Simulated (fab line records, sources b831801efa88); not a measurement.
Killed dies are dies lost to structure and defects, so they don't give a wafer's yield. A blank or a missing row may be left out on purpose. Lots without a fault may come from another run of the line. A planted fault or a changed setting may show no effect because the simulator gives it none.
Which tool did it? | flow sky130 | 6 lots, 18 wafers sampled, at 3 steps of a route of 708

WHAT THE GAUGES READ, wafer by wafer
SKY_VT_ADJUST_HVTP_OVL_MEAS_08.
lot  | measured     | on         | VT_ADJUST_HVTP_OVL (nm)
L625 | day 6 08:30  | overlay-02 | -2.5 -2.2 -2.3
L627 | day 6 19:55  | overlay-02 | -1.3 -1.6 -1.9
L629 | day 7 08:46  | overlay-02 | 0.4 -1.2 2.1
L631 | day 7 22:22  | overlay-02 | 1.4 2.1 1.8
L637 | day 9 16:10  | overlay-02 | -1.0 -2.0 -0.9
L646 | day 11 19:34 | overlay-02 | 2.7 1.8 0.5

WHICH TOOL RAN EACH LOT (tool, then ch and the chambers of the sampled wafers, then the start)
lot  | SKY_FIELD_ISO_CMP_27         | SKY_PWDE_DEVELOP_06
L625 | cmp-02 ch 0,1,2, day 2 15:25 | litho_track-02 ch 0, day 4 01:00
L627 | cmp-02 ch 0,2,3, day 2 23:55 | litho_track-04 ch 0, day 4 11:00
L629 | cmp-02 ch 0,1, day 3 10:52   | litho_track-03 ch 0, day 4 23:00
L631 | cmp-02 ch 0,2,3, day 3 21:36 | litho_track-02 ch 0, day 5 11:00
L637 | cmp-01 ch 0,2,3, day 5 07:17 | litho_track-03 ch 0, day 6 23:00
L646 | cmp-01 ch 1,3, day 7 02:07   | litho_track-02 ch 0, day 8 23:00
- SKY_FIELD_ISO_CMP_27: polishes, stops on Si3N4, t overpolish 16 s, target thk 457.8 nm.
- SKY_PWDE_DEVELOP_06: develop time 60 s.

THE ANSWER, worked out from the rows above alone
Rule: what is usual is taken from the lots themselves. Put in order of their means at a reading, lots are off if they are a third of the lots or fewer, leave a main group of 4 or more, and stand apart from it by a gap of 3 or more times the standard deviation of the main group's means; of several such gaps the widest counts. A main group whose means are all the same, to the digits that the tables above print for the reading, isn't used. A lot without any number at a reading at which 4 lots or more have one is off too. The other lots that the step has rows for count as sound.
No lot is off at any reading shown: from this, nothing can be told.

WHAT THE SIMULATOR HAD PUT IN
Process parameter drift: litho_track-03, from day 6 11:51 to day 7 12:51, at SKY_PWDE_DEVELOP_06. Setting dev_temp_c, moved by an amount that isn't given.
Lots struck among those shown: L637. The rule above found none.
